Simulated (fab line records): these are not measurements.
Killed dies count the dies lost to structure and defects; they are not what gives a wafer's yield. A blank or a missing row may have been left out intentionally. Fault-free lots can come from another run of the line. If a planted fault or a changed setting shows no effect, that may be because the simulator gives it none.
Shared-tool check + flow sky130 + 12 lots, 36 wafers sampled

== WHY THIS WAS OPENED ==
On 2 of the 12 lots, a flag is raised at SKY_SONOS_ONO_CD_MEAS_13 on the reading cd_nm. No-fault wafers: 410.1 nm, standard deviation 2.
Rule: a lot is flagged when every wafer of it that has a number lies more than 4 standard deviations from that mean, or none has a number. The rest of the lots are taken to be sound.

| lot  | measured     | on        | cd_nm (nm), wafer by wafer | flag    |
|------|--------------|-----------|----------------------------|---------|
| L287 | day 12 22:17 | cd_sem-02 | 410.8 412.6 409.4          |         |
| L288 | day 13 07:04 | cd_sem-02 | 409.6 410.3 409.6          |         |
| L292 | day 14 08:11 | cd_sem-01 | 407.2 407.4 409.2          |         |
| L294 | day 14 20:13 | cd_sem-02 | 409.4 408.2 407.4          |         |
| L298 | day 16 12:50 | cd_sem-02 | 410.5 410.5 410.2          |         |
| L299 | day 17 06:02 | cd_sem-02 | 400.0 399.7 400.3          | FLAGGED |
| L300 | day 17 06:22 | cd_sem-01 | 399.8 398.6 399.4          | FLAGGED |
| L303 | day 17 23:13 | cd_sem-01 | 410.7 412.9 411.7          |         |
| L304 | day 18 12:45 | cd_sem-01 | 408.1 409.8 410.2          |         |
| L307 | day 19 09:48 | cd_sem-01 | 408.9 409.2 408.6          |         |
| L309 | day 20 06:16 | cd_sem-02 | 409.9 412.3 410.6          |         |
| L310 | day 20 14:59 | cd_sem-02 | 410.8 411.5 410.2          |         |
Average over the flagged lots: 399.6 nm; offset from the usual -10.5 nm, equal to -5 standard deviations.

== TOOL THAT RAN EACH LOT ==
Before the reading, the record contains 2 process steps out of a 708-step route. Every cell lists first the tool, next ch and the chambers used by the sampled wafers, and last the start.
| lot  | flag    | SKY_PWDE_STRIP_09                   | SKY_SONOS_ONO_EXPOSE_10             |
|------|---------|-------------------------------------|-------------------------------------|
| L287 |         | plasma_asher-03 ch 0,1, day 4 01:42 | iline_stepper-02 ch 0, day 12 10:31 |
| L288 |         | plasma_asher-04 ch 0,1, day 4 07:31 | iline_stepper-01 ch 0, day 12 19:29 |
| L292 |         | plasma_asher-03 ch 0, day 5 01:28   | iline_stepper-01 ch 0, day 13 19:08 |
| L294 |         | plasma_asher-04 ch 0,1, day 5 13:34 | iline_stepper-02 ch 0, day 14 07:22 |
| L298 |         | plasma_asher-03 ch 0,1, day 6 12:21 | iline_stepper-01 ch 0, day 15 23:31 |
| L299 | FLAGGED | plasma_asher-01 ch 1, day 6 19:46   | iline_stepper-02 ch 0, day 16 16:22 |
| L300 | FLAGGED | plasma_asher-03 ch 0,1, day 7 02:32 | iline_stepper-02 ch 0, day 16 16:48 |
| L303 |         | plasma_asher-03 ch 0,1, day 7 14:19 | iline_stepper-01 ch 0, day 17 09:07 |
| L304 |         | plasma_asher-03 ch 0,1, day 7 19:42 | iline_stepper-01 ch 0, day 17 23:06 |
| L307 |         | plasma_asher-03 ch 0,1, day 8 13:46 | iline_stepper-01 ch 0, day 18 18:35 |
| L309 |         | plasma_asher-01 ch 0,1, day 9 02:39 | iline_stepper-01 ch 0, day 19 16:04 |
| L310 |         | plasma_asher-04 ch 0,1, day 9 10:28 | iline_stepper-01 ch 0, day 19 23:42 |
What is done by these steps:
- SKY_PWDE_STRIP_09: strips in O2/N2.
- SKY_SONOS_ONO_EXPOSE_10: exposes mask ONOM, target cd 410 nm.
- SKY_SONOS_ONO_CD_MEAS_13: target cd 410 nm.

== FLAGGED OVER TOTAL, TOOL BY TOOL (the gauges that took the reading come last) ==
| step                     | tool             | lots run | flagged | share of the flagged lots | sound lots run after its first flagged lot |
|--------------------------|------------------|----------|---------|---------------------------|--------------------------------------------|
| SKY_PWDE_STRIP_09        | plasma_asher-01  | 2        | 1       | some                      | 1 (L309)                                   |
| SKY_PWDE_STRIP_09        | plasma_asher-03  | 7        | 1       | some                      | 3 (L303,L304,L307)                         |
| SKY_PWDE_STRIP_09        | plasma_asher-04  | 3        | 0       | none                      | -                                          |
| SKY_SONOS_ONO_EXPOSE_10  | iline_stepper-01 | 8        | 0       | none                      | -                                          |
| SKY_SONOS_ONO_EXPOSE_10  | iline_stepper-02 | 4        | 2       | all                       | 0                                          |
| SKY_SONOS_ONO_CD_MEAS_13 | cd_sem-01        | 5        | 1       | some                      | 3 (L303,L304,L307)                         |
| SKY_SONOS_ONO_CD_MEAS_13 | cd_sem-02        | 7        | 1       | some                      | 2 (L309,L310)                              |

== WHAT IS ALLOWED BY THE TABLE ==
Rows of the table that ran each flagged lot: 1, that is iline_stepper-02 at SKY_SONOS_ONO_EXPOSE_10.
- iline_stepper-02 at SKY_SONOS_ONO_EXPOSE_10 ran 4 lots, 2 of them flagged. It ran its last sound lot, L294, at day 14 07:22 and its first flagged lot, L299, at day 16 16:22: a fault with its onset between the two fits. Its own readings lie more than 4 standard deviations out on every wafer of the flagged lots: exposure_dose_mJ_cm2.
One tool is left: iline_stepper-02 at SKY_SONOS_ONO_EXPOSE_10.

== WHAT HAD BEEN PUT IN BY THE SIMULATOR ==
Process parameter drift: iline_stepper-02, from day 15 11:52 on, at SKY_SONOS_ONO_EXPOSE_10. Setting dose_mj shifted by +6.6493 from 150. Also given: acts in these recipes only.
Shown lots that were struck: L299, L300. This agrees with what the rule above found.
